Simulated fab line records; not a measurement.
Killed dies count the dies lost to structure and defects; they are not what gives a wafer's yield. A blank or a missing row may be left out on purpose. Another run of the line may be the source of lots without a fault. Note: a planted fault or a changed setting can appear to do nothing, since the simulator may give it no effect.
One fault seen from 2 desks + flow sky130 + every desk sees just its own numbers, and what lay behind them comes last

## FROM THE METROLOGY DESK
What the gauges read, lot by lot, whatever tool the lot ran on: means of the sampled wafers that have a number. A lot is out of limits, marked OUT, if its mean lies more than 4 standard deviations from the usual mean; the brackets give that distance.
Columns: A = VIA4_HDPCVD_THK at SKY_VIA4_THK_MEAS_01, usual 1691 nm; B = VIA4_BOW at SKY_VIA4_BOW_MEAS_03, usual 80 um; C = VIA4_OVL at SKY_VIA4_OVL_MEAS_11, usual 0.6 nm; D = VIA4_W_RS at SKY_VIA4_RS_MEAS_19, usual 0.223 ohm/sq; E = VIA4_W_THK at SKY_VIA4_THK_MEAS_20, usual 520 nm; F = METAL5_ALCU_RS at SKY_METAL5_RS_MEAS_05, usual 0.0271 ohm/sq; G = METAL5_ALCU_THK at SKY_METAL5_THK_MEAS_06, usual 1146 nm
| lot  | first seen here | A    | B  | C    | D     | E   | F      | G    |
|------|-----------------|------|----|------|-------|-----|--------|------|
| L269 | day 43 12:19    | 1665 | 79 | 0.7  | 0.225 | 523 | 0.0273 | 1140 |
| L270 | day 43 14:16    | 1687 | 86 | 0.2  | 0.221 | 521 | 0.0273 | 1141 |
| L272 | day 44 16:29    | 1690 | 76 | 1.5  | 0.218 | 531 | 0.0268 | 1153 |
| L276 | day 45 05:19    | 1677 | 76 | 1.5  | 0.223 | 526 | 0.0273 | 1139 |
| L283 | day 46 18:12    | 1678 | 82 | -1.0 | 0.220 | 531 | 0.0274 | 1127 |
Finding of this desk: none of the 5 lots has anything out of limits.

## THE TOOL OWNER'S DESK: rieDiel-03
The tool's own readings at SKY_VIA4_ETCH_12 (etches SiO2 in C4F8/O2/Ar, stops on TiN, target depth 580 nm): means of the sampled wafers that have a number, for each lot that ran on this tool. A lot is out of limits, marked OUT, if its mean lies more than 4 standard deviations from the usual mean; the brackets give that distance.
Columns: A = oesProductAu at SKY_VIA4_ETCH_12, usual 0.926 a.u.
| lot  | first seen here | A     |
|------|-----------------|-------|
| L269 | day 44 10:43    | 0.926 |
| L276 | day 46 02:19    | 0.925 |
Finding of this desk: none of the 2 lots has anything out of limits.

## ALL TOGETHER
The metrology desk saw nothing out of limits.
Nothing out of limits was seen by the tool owner's desk.

## WHAT THE SIMULATOR PUT IN
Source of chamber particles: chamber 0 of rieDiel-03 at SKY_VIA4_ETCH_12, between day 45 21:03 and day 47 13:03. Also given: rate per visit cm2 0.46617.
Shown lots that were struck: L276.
